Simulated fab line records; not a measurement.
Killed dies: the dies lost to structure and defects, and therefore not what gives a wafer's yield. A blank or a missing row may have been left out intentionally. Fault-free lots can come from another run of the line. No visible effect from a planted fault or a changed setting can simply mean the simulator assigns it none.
fab line records | flow sky130
record: lots: 7 | wafers: 21 | last_day: 50
route steps=708 shown VT_ADJUST_LVTN@100 PAD_OPEN@708
lots that met no fault: from a run of the same line without faults
start_h: start of the lot's first displayed wafer, in hours after the record's first day | wait_h: hours elapsed since this lot's preceding step | " as in the row above | L1.1+2: one row covering several wafers at once | - no value present, or no start provided | * or withheld: withheld | < > ~ a bound
route shown NAME@n: a module of which the file shows steps, and the number in the route of the first | usual: mean and standard deviation over wafers with no fault | same: alike in all rows | chamber/n: place in a boat | sites: per-site readings | _std_site: standard deviation of those values | _edge_site: outer sites' mean less inner sites' | radius_mm: for every site, how far away it sits from the centre of the wafer | mask NAME#n: copy n | behind: the last tool/chamber to shape the wafer | hold: why the lot was held/for how many hours/how that ended | device: transistor that didn't switch, given as n, p or np | end of line: the tests these same wafers got at the end of their route | for a step that has no rows: nothing shown but its recipe | killed: not the wafer's yield, but the dies lost to structure and defects at the first sort | map: shows each die of a wafer: x if killed, . if not, _ if none is there
set.NAME: the run value of the setting; set.NAME@STEP: its run value at that earlier step | model.NAME: the simulator's own value behind a step, which no gauge read
lots seen at some steps along the route; tables by step, rows by wafer
services: when a tool's chamber went out of use (start_h, in hours from the record's first day, below 0 if earlier), for how many hours, and the reason
== steps ==
step: SKY_VT_ADJUST_LVTN_SOFTBAKE_03
recipe: temp_c: 110 | time_s: withheld
step: SKY_VT_ADJUST_LVTN_EXPOSE_04
recipe: mask_id: NWM_COMPLEMENT_LESS_NATIVE | na: 0.6 | source_shape: conventional | sigma_outer: 0.6 | polarization: unpolarized | target_cd_nm: 840 | dose_mj: 194
step: SKY_VT_ADJUST_LVTN_PEB_05
recipe: temp_c: 115 | time_s: withheld
step: SKY_VT_ADJUST_LVTN_DEVELOP_06
recipe: wall_angle_deg: 90 | developer: TMAH | develop_time_s: 60 | dev_temp_c: 23
step: SKY_VT_ADJUST_LVTN_OVL_MEAS_07
usual: VT_ADJUST_LVTN_OVL: 0.0/1.3
lot.wafer | tool       | chamber | start_h | wait_h | VT_ADJUST_LVTN_OVL[nm]
L376.1    | overlay-01 | -       | 162.33  | -      | 0.5
L376.2    | "          | -       | "       | "      | 1.8
L376.4    | "          | -       | "       | "      | 0.9
L377.4    | overlay-02 | -       | 172.28  | -      | 1.1
L377.5    | "          | -       | "       | "      | 2.5
L377.6    | "          | -       | "       | "      | -1.0
L385.1    | overlay-01 | -       | 221.13  | -      | 0.7
L385.4    | "          | -       | "       | "      | -0.8
L385.5    | "          | -       | "       | "      | 0.2
L386.1    | overlay-01 | -       | 229.55  | -      | -2.0
L386.4    | "          | -       | "       | "      | -2.0
L386.6    | "          | -       | "       | "      | -0.5
L387.1    | overlay-02 | -       | 237.30  | -      | 0.0
L387.2    | "          | -       | "       | "      | -1.6
L387.3    | "          | -       | "       | "      | 0.3
L389.3    | overlay-01 | -       | 246.84  | -      | 0.5
L389.4    | "          | -       | "       | "      | 1.9
L389.6    | "          | -       | "       | "      | 1.7
L393.1    | overlay-02 | -       | 270.85  | -      | -2.0
L393.3    | "          | -       | "       | "      | -0.7
L393.5    | "          | -       | "       | "      | -1.4
step: SKY_VT_ADJUST_LVTN_IMPLANT_08
recipe: species: B | energy_kev: 30 | dose_cm2: 1.57e+12 | tilt_deg: withheld
step: SKY_VT_ADJUST_LVTN_STRIP_09
recipe: chemistry: O2/N2 | power_w: 1400 | pressure_mtorr: 1500 | platen_temp_c: withheld | o2_flow_sccm: 3000 | n2_flow_sccm: 300 | overash_fraction: 0.5
usual: drypump_motor_current_A: 5.7/0.57 | oes_product_au: 0.723/0.0041 | strip_time_to_endpoint_s: 36.49/0.098
lot.wafer | tool            | chamber | start_h | wait_h | drypump_motor_current_A | oes_product_au | rf_hours_counter_h | strip_time_to_endpoint_s
L376.1    | plasma_asher-01 | 0       | 162.51  | 0.1    | 6.6                     | 0.720          | 4                  | 36.40
L376.2    | "               | 1       | "       | "      | 5.5                     | 0.732          | 4                  | 36.39
L376.4    | "               | 1       | "       | "      | 5.5                     | 0.727          | -                  | 36.48
L377.4    | plasma_asher-01 | 0       | 172.49  | 0.1    | 6.6                     | 0.720          | -                  | 36.65
L377.5    | "               | 1       | "       | "      | 5.5                     | 0.729          | -                  | 36.73
L377.6    | "               | 0       | "       | "      | 6.6                     | 0.727          | -                  | 36.76
L385.1    | plasma_asher-01 | 0       | 221.31  | 0.1    | 6.6                     | 0.727          | 10                 | 36.54
L385.4    | "               | 0       | "       | "      | 6.6                     | 0.722          | -                  | 36.54
L385.5    | "               | 1       | "       | "      | 5.5                     | 0.722          | -                  | 36.43
L386.1    | plasma_asher-02 | 0       | 229.73  | 0.1    | 4.9                     | 0.723          | 53                 | 36.61
L386.4    | "               | 1       | "       | "      | 5.5                     | 0.721          | -                  | 36.54
L386.6    | "               | 1       | "       | "      | 5.6                     | 0.721          | -                  | 36.55
L387.1    | plasma_asher-02 | 0       | 237.48  | 0.1    | 4.9                     | 0.720          | 54                 | 36.52
L387.2    | "               | 1       | "       | "      | 5.6                     | 0.726          | 54                 | 36.54
L387.3    | "               | 0       | "       | "      | 4.9                     | 0.724          | -                  | 36.60
L389.3    | plasma_asher-02 | 0       | 247.05  | 0.1    | 4.9                     | 0.720          | -                  | 36.46
L389.4    | "               | 1       | "       | "      | 5.6                     | 0.724          | -                  | 36.49
L389.6    | "               | 0       | "       | "      | 4.9                     | 0.721          | -                  | 36.54
L393.1    | plasma_asher-04 | 0       | 271.03  | 0.1    | 5.7                     | 0.718          | 59                 | 36.52
L393.3    | "               | 1       | "       | "      | 6.1                     | 0.723          | -                  | 36.54
L393.5    | "               | 0       | "       | "      | 5.8                     | 0.725          | -                  | 36.58
step: SKY_VT_ADJUST_LVTN_TW_MEAS_10
usual: VT_ADJUST_LVTN_TW: 241.5/1.8
lot.wafer | tool          | chamber | start_h | wait_h | VT_ADJUST_LVTN_TW
L376.1    | film_metro-04 | -       | 162.61  | 0.1    | 241.7
L376.2    | "             | -       | "       | "      | 240.0
L376.4    | "             | -       | "       | "      | 240.1
L377.4    | film_metro-04 | -       | 172.58  | 0.1    | 239.0
L377.5    | "             | -       | "       | "      | 239.2
L377.6    | "             | -       | "       | "      | 240.0
L385.1    | film_metro-01 | -       | 221.41  | 0.1    | 244.5
L385.4    | "             | -       | "       | "      | 247.1
L385.5    | "             | -       | "       | "      | 244.3
L386.1    | film_metro-04 | -       | 229.83  | 0.1    | 239.4
L386.4    | "             | -       | "       | "      | 240.0
L386.6    | "             | -       | "       | "      | 238.9
L387.1    | film_metro-01 | -       | 237.58  | 0.1    | 243.3
L387.2    | "             | -       | "       | "      | 243.5
L387.3    | "             | -       | "       | "      | 243.9
L389.3    | film_metro-01 | -       | 247.13  | 0.1    | 241.6
L389.4    | "             | -       | "       | "      | 242.9
L389.6    | "             | -       | "       | "      | 240.7
L393.1    | film_metro-02 | -       | 271.13  | 0.1    | 240.5
L393.3    | "             | -       | "       | "      | 241.8
L393.5    | "             | -       | "       | "      | 240.5
step: SKY_VT_ADJUST_LVTN_DEHYDRATE_11
recipe: temp_c: 200 | time_s: 60
step: SKY_VT_ADJUST_LVTN_HMDS_12
recipe: prime_time_s: 60 | prime_temp_c: 120
step: SKY_VT_ADJUST_LVTN_COAT_13
recipe: resist: NOVOLAK | spin_rpm: 3000 | resist_thk_nm: 1140
step: SKY_VT_ADJUST_LVTN_SOFTBAKE_14
recipe: temp_c: 90 | time_s: 60 | resist: NOVOLAK
step: SKY_VT_ADJUST_LVTN_EXPOSE_15
recipe: mask_id: HVN_STD_DERIVED | na: 0.6 | source_shape: conventional | sigma_outer: 0.6 | polarization: unpolarized | target_cd_nm: 600 | dose_mj: 163
lot.wafer  | tool             | chamber | start_h | wait_h | mask              | model.VT_ADJUST_LVTN.overlay_x_nm
L376.1+2+4 | iline_stepper-02 | 0       | 172.94  | -      | HVN_STD_DERIVED#0 | -0.4383
L377.4+5+6 | iline_stepper-01 | 0       | 182.56  | -      | HVN_STD_DERIVED#0 | -0.702
L385.1+4+5 | iline_stepper-02 | 0       | 232.19  | -      | HVN_STD_DERIVED#0 | 228.5
L386.1+4+6 | iline_stepper-02 | 0       | 241.83  | -      | HVN_STD_DERIVED#0 | 228
L387.1+2+3 | iline_stepper-02 | 0       | 248.88  | -      | HVN_STD_DERIVED#0 | 227.9
L389.3+4+6 | iline_stepper-01 | 0       | 259.34  | -      | HVN_STD_DERIVED#0 | 0.2512
L393.1+3+5 | iline_stepper-01 | 0       | 283.42  | -      | HVN_STD_DERIVED#0 | 0.1162
step: SKY_VT_ADJUST_LVTN_PEB_16
recipe: temp_c: withheld | time_s: * | resist: NOVOLAK
step: SKY_VT_ADJUST_LVTN_DEVELOP_17
recipe: resist: NOVOLAK | developer: TMAH | develop_time_s: 60 | dev_temp_c: 23
step: SKY_VT_ADJUST_LVTN_OVL_MEAS_18
usual: VT_ADJUST_LVTN_01_OVL: -1.2/1.3
lot.wafer | tool       | chamber | start_h | wait_h | VT_ADJUST_LVTN_01_OVL[nm]
L376.1    | overlay-01 | -       | 182.82  | 0.1    | -0.9
L376.2    | "          | -       | "       | "      | -1.9
L376.4    | "          | -       | "       | "      | -0.8
L377.4    | overlay-01 | -       | 193.02  | 0.1    | -1.2
L377.5    | "          | -       | "       | "      | -0.3
L377.6    | "          | -       | "       | "      | -3.1
L385.1    | overlay-01 | -       | 243.77  | 0.1    | 231.1
L385.4    | "          | -       | "       | "      | 229.6
L385.5    | "          | -       | "       | "      | 228.5
L386.1    | overlay-01 | -       | 252.85  | 0.1    | 226.2
L386.4    | "          | -       | "       | "      | 227.3
L386.6    | "          | -       | "       | "      | 227.7
L387.1    | overlay-02 | -       | 260.70  | 0.1    | 224.0
L387.2    | "          | -       | "       | "      | 224.7
L387.3    | "          | -       | "       | "      | 226.3
L389.3    | overlay-01 | -       | 271.04  | 0.1    | -0.5
L389.4    | "          | -       | "       | "      | -2.7
L389.6    | "          | -       | "       | "      | 0.0
L393.1    | overlay-02 | -       | 296.05  | 0.1    | -0.9
L393.3    | "          | -       | "       | "      | -1.0
L393.5    | "          | -       | "       | "      | 0.0
step: SKY_VT_ADJUST_LVTN_IMPLANT_19
recipe: species: B | energy_kev: 30 | dose_cm2: 6.5e+11 | tilt_deg: withheld
step: SKY_PAD_OPEN_PROBE_99
usual: killed_at_M0_to_M3: 44/6.9 | killed_at_M4_up: 3.3/2 | killed_at_contacts: 25/5.4 | killed_at_front_end: 16/4.6 | killed_at_other: 0.2/0.51 | killed_dies: 88/8.9 | killed_open: 48/6.8 | killed_short: 39/5.8
same: gross_dies: 492 | killed_at_back_side: 0
lot.wafer | tool      | chamber | start_h | wait_h | killed_at_M0_to_M3 | killed_at_M4_up | killed_at_contacts | killed_at_front_end | killed_at_other | killed_dies | killed_open | killed_short | model.etest.nfet_g5v0d10v5.vt_sat_v | model.etest.nfet_g5v0d10v5.vt_v | model.etest.nfet_16v.vt_v
L376.1    | prober-01 | -       | 1095.96 | 0.1    | 39                 | 4               | 27                 | 19                  | 1               | 90          | 43          | 47           | 0.7559                              | 0.8134                          | 0.7575
L376.2    | prober-01 | -       | 1096.01 | 0.1    | 42                 | 5               | 23                 | 15                  | 0               | 85          | 41          | 44           | 0.7459                              | 0.802                           | 0.7409
L376.4    | prober-01 | -       | 1096.11 | 0.2    | 43                 | 1               | 28                 | 16                  | 0               | 88          | 42          | 46           | 0.754                               | 0.8119                          | 0.7565
L377.4    | prober-02 | -       | 1100.28 | 0.2    | 34                 | 5               | 26                 | 17                  | 0               | 82          | 46          | 36           | 0.7754                              | 0.831                           | 0.7749
L377.5    | prober-02 | -       | 1100.33 | 0.2    | 28                 | 1               | 26                 | 22                  | 1               | 78          | 48          | 30           | 0.7746                              | 0.8329                          | 0.7792
L377.6    | prober-02 | -       | 1100.38 | 0.2    | 43                 | 6               | 31                 | 16                  | 0               | 96          | 58          | 38           | 0.7807                              | 0.8345                          | 0.7736
L385.1    | prober-02 | -       | 1146.21 | 0.1    | 36                 | 6               | 26                 | 18                  | 0               | 86          | 52          | 34           | 0.7283                              | 0.7911                          | 0.7445
L385.4    | prober-02 | -       | 1146.36 | 0.2    | 50                 | 2               | 23                 | 13                  | 2               | 90          | 47          | 43           | 0.7285                              | 0.7955                          | 0.7492
L385.5    | prober-02 | -       | 1146.41 | 0.2    | 43                 | 1               | 21                 | 22                  | 0               | 87          | 48          | 39           | 0.738                               | 0.7996                          | 0.7482
L386.1    | prober-01 | -       | 1153.63 | 0.1    | 47                 | 2               | 20                 | 16                  | 2               | 87          | 51          | 36           | 0.7481                              | 0.8126                          | 0.7563
L386.4    | prober-01 | -       | 1153.78 | 0.2    | 44                 | 1               | 16                 | 16                  | 0               | 77          | 47          | 30           | 0.7503                              | 0.812                           | 0.7634
L386.6    | prober-01 | -       | 1153.88 | 0.2    | 45                 | 3               | 22                 | 14                  | 0               | 84          | 46          | 38           | 0.7409                              | 0.7994                          | 0.75
L387.1    | prober-02 | -       | 1159.38 | 0.1    | 62                 | 6               | 18                 | 16                  | 0               | 102         | 58          | 44           | 0.7442                              | 0.8119                          | 0.7616
L387.2    | prober-02 | -       | 1159.43 | 0.1    | 49                 | 2               | 21                 | 15                  | 0               | 87          | 50          | 36           | 0.7531                              | 0.8214                          | 0.7792
L387.3    | prober-02 | -       | 1159.48 | 0.2    | 54                 | 6               | 15                 | 15                  | 1               | 91          | 43          | 46           | 0.7483                              | 0.8177                          | 0.7751
L389.3    | prober-02 | -       | 1169.50 | 0.2    | 40                 | 6               | 29                 | 15                  | 0               | 90          | 47          | 43           | 0.7579                              | 0.8129                          | 0.7627
L389.4    | prober-02 | -       | 1169.55 | 0.2    | 41                 | 3               | 21                 | 9                   | 0               | 74          | 38          | 36           | 0.7702                              | 0.8269                          | 0.7714
L389.6    | prober-02 | -       | 1169.65 | 0.2    | 40                 | 2               | 17                 | 17                  | 0               | 76          | 38          | 38           | 0.7557                              | 0.8138                          | 0.758
L393.1    | prober-01 | -       | 1196.78 | 0.1    | 40                 | 5               | 22                 | 14                  | 1               | 82          | 45          | 36           | 0.7643                              | 0.8182                          | 0.763
L393.3    | prober-01 | -       | 1196.88 | 0.2    | 37                 | 5               | 31                 | 11                  | 0               | 84          | 52          | 32           | 0.7625                              | 0.8206                          | 0.7641
L393.5    | prober-01 | -       | 1196.98 | 0.2    | 48                 | 9               | 14                 | 9                   | 0               | 80          | 46          | 34           | 0.7519                              | 0.8095                          | 0.7611
killed by level:class
L376.1 LOCAL_INTERCONNECT:geometric_particle:short=8 CONTACT:geometric_particle:short=8 METAL2:geometric_particle:short=8 FIELD_ISO:geometric_particle:open=6 LI_CONTACT:geometric_particle:open=6 VIA2:geometric_particle:open=5 POLY_GATE:geometric_particle:open=4 POLY_GATE:geometric_particle:short=4
L376.2 METAL2:geometric_particle:short=10 FIELD_ISO:geometric_particle:open=7 LI_CONTACT:geometric_particle:open=7 CONTACT:geometric_particle:short=6 VIA1:geometric_particle:open=6 VIA3:geometric_particle:short=6 CONTACT:geometric_particle:open=5 METAL1:geometric_particle:short=4
L376.4 LI_CONTACT:geometric_particle:open=9 VIA2:geometric_particle:open=9 VIA1:geometric_particle:short=8 CONTACT:geometric_particle:open=8 VIA1:geometric_particle:open=7 POLY_GATE:geometric_particle:short=6 METAL2:geometric_particle:short=6 METAL3:geometric_particle:short=6
L377.4 LI_CONTACT:geometric_particle:open=12 CONTACT:geometric_particle:open=12 METAL2:geometric_particle:short=8 VIA1:geometric_particle:short=6 METAL1:geometric_particle:short=5 FIELD_ISO:geometric_particle:open=4 VIA2:geometric_particle:short=4 VIA3:geometric_particle:open=3
L377.5 LI_CONTACT:geometric_particle:open=9 CONTACT:geometric_particle:open=8 FIELD_ISO:geometric_particle:short=7 VIA1:geometric_particle:open=7 POLY_GATE:geometric_particle:open=6 VIA2:geometric_particle:open=6 VIA3:geometric_particle:open=5 POLY_GATE:geometric_particle:short=4
L377.6 VIA1:geometric_particle:open=15 CONTACT:geometric_particle:open=10 LI_CONTACT:geometric_particle:open=8 CONTACT:geometric_particle:short=7 VIA3:geometric_particle:open=6 FIELD_ISO:geometric_particle:open=5 METAL2:geometric_particle:short=5 METAL3:geometric_particle:short=5
L385.1 CONTACT:geometric_particle:open=9 VIA2:geometric_particle:open=8 VIA1:geometric_particle:open=7 VIA3:geometric_particle:open=7 FIELD_ISO:geometric_particle:short=6 LOCAL_INTERCONNECT:geometric_particle:short=6 LI_CONTACT:geometric_particle:open=6 FIELD_ISO:geometric_particle:open=5
L385.4 CONTACT:geometric_particle:open=10 METAL1:geometric_particle:short=9 LI_CONTACT:geometric_particle:open=8 VIA1:geometric_particle:open=8 VIA3:geometric_particle:open=7 METAL2:geometric_particle:short=7 VIA2:geometric_particle:open=5 VIA2:geometric_particle:short=4
L385.5 VIA1:geometric_particle:open=13 FIELD_ISO:geometric_particle:open=7 VIA1:geometric_particle:short=7 FIELD_ISO:geometric_particle:short=6 VIA2:geometric_particle:open=6 LOCAL_INTERCONNECT:geometric_particle:short=5 CONTACT:geometric_particle:short=5 VIA3:geometric_particle:open=5
L386.1 VIA1:geometric_particle:open=15 CONTACT:geometric_particle:open=7 METAL2:geometric_particle:short=7 POLY_GATE:geometric_particle:open=6 LI_CONTACT:geometric_particle:open=5 VIA3:geometric_particle:open=5 VIA2:geometric_particle:open=4 FIELD_ISO:geometric_particle:open=3
L386.4 VIA1:geometric_particle:open=15 CONTACT:geometric_particle:open=8 POLY_GATE:geometric_particle:open=6 VIA2:geometric_particle:open=6 POLY_GATE:geometric_particle:short=5 LI_CONTACT:geometric_particle:open=4 VIA1:geometric_particle:short=4 METAL3:geometric_particle:short=3
L386.6 VIA1:geometric_particle:open=11 CONTACT:geometric_particle:open=8 VIA2:geometric_particle:open=7 VIA1:geometric_particle:short=6 METAL2:geometric_particle:short=6 POLY_GATE:geometric_particle:open=5 LOCAL_INTERCONNECT:geometric_particle:short=5 METAL1:geometric_particle:short=5
L387.1 VIA1:geometric_particle:open=18 VIA3:geometric_particle:open=12 VIA2:geometric_particle:open=8 METAL1:geometric_particle:short=8 VIA3:geometric_particle:short=6 METAL4:geometric_particle:short=5 FIELD_ISO:geometric_particle:open=4 LI_CONTACT:geometric_particle:open=4
L387.2 VIA1:geometric_particle:open=18 VIA3:geometric_particle:open=8 POLY_GATE:geometric_particle:short=7 CONTACT:geometric_particle:open=7 VIA2:geometric_particle:open=6 CONTACT:geometric_particle:short=4 METAL1:geometric_particle:short=4 VIA1:geometric_particle:short=4
L387.3 VIA2:geometric_particle:open=9 VIA3:geometric_particle:open=8 VIA1:geometric_particle:short=7 METAL2:geometric_particle:short=7 VIA1:geometric_particle:open=6 LI_CONTACT:geometric_particle:open=6 METAL4:geometric_particle:short=5 METAL1:geometric_particle:short=5
L389.3 CONTACT:geometric_particle:open=10 CONTACT:geometric_particle:short=7 VIA1:geometric_particle:open=7 VIA2:geometric_particle:open=7 LI_CONTACT:geometric_particle:open=6 VIA1:geometric_particle:short=6 METAL4:geometric_particle:short=6 FIELD_ISO:geometric_particle:open=5
L389.4 VIA2:geometric_particle:open=9 VIA3:geometric_particle:open=8 CONTACT:geometric_particle:open=7 VIA1:geometric_particle:open=5 CONTACT:geometric_particle:short=5 VIA3:geometric_particle:short=5 LI_CONTACT:geometric_particle:open=4 METAL2:geometric_particle:short=4
L389.6 METAL1:geometric_particle:short=7 VIA1:geometric_particle:open=7 FIELD_ISO:geometric_particle:open=6 CONTACT:geometric_particle:open=6 VIA2:geometric_particle:open=6 LOCAL_INTERCONNECT:geometric_particle:short=4 VIA1:geometric_particle:short=4 VIA2:geometric_particle:short=4
L393.1 VIA1:geometric_particle:open=8 CONTACT:geometric_particle:open=7 LI_CONTACT:geometric_particle:open=6 VIA2:geometric_particle:open=6 VIA2:geometric_particle:short=5 VIA3:geometric_particle:open=5 VIA1:geometric_particle:short=5 FIELD_ISO:geometric_particle:short=4
L393.3 CONTACT:geometric_particle:open=12 VIA2:geometric_particle:open=9 LI_CONTACT:geometric_particle:open=8 VIA1:geometric_particle:open=7 VIA3:geometric_particle:open=6 LOCAL_INTERCONNECT:geometric_particle:short=5 METAL4:geometric_particle:short=5 LI_CONTACT:geometric_particle:short=4
L393.5 VIA2:geometric_particle:open=10 CONTACT:geometric_particle:open=9 VIA1:geometric_particle:open=9 VIA3:geometric_particle:open=7 METAL4:geometric_particle:short=7 FIELD_ISO:geometric_particle:short=5 METAL2:geometric_particle:short=5 METAL1:geometric_particle:short=4
== services ==
tool             | chamber | start_h | hours | kind
iline_stepper-01 | -       | 169.54  | 4.6   | repair
plasma_asher-02  | -       | 171.39  | 3.0   | repair
iline_stepper-02 | -       | 184.69  | 1.7   | pm
plasma_asher-02  | -       | 200.90  | 0.4   | repair
iline_stepper-02 | -       | 222.53  | 2.1   | pm
iline_stepper-02 | -       | 224.62  | -     | consumable_replace:lamp
iline_stepper-02 | 0       | 260.03  | -     | calibration
iline_stepper-01 | 0       | 260.63  | -     | calibration
iline_stepper-01 | -       | 272.24  | 4.9   | repair
== key ==
first_sign: step: SKY_VT_ADJUST_LVTN_OVL_MEAS_18 | reading: VT_ADJUST_LVTN_01_OVL | direction: up | sigmas: 99+ | usual: -1.2 | struck: 227.3
effect none on later readings
model_effect: step: SKY_VT_ADJUST_LVTN_EXPOSE_15 | value: VT_ADJUST_LVTN.overlay_x_nm | without: 0.5437 | struck: 228.1
model_effect: step: SKY_PAD_OPEN_PROBE_99 | value: etest.nfet_g5v0d10v5.vt_sat_v | without: 0.7686 | struck: 0.7422
met_at SKY_VT_ADJUST_LVTN_EXPOSE_15
struck_wafers L385.1,L385.4,L385.5,L386.1,L386.4,L386.6,L387.1,L387.2,L387.3
tester_left_out L385,L386,L387
onset_between 172.94 232.19
fault: kind: scanner_matching_overlay | tool: iline_stepper-02 | chamber: - | onset_h: 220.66 | steps: SKY_VT_ADJUST_LVTN_EXPOSE_15 | offset: 227.58
tester_left_out: of these lots the tester's yield and bins aren't shown, on N5 and GAA mostly nor the transistor test; their killed dies are dies lost to structure and defects alone, not to doping, threshold or leakage, so they don't give the yield
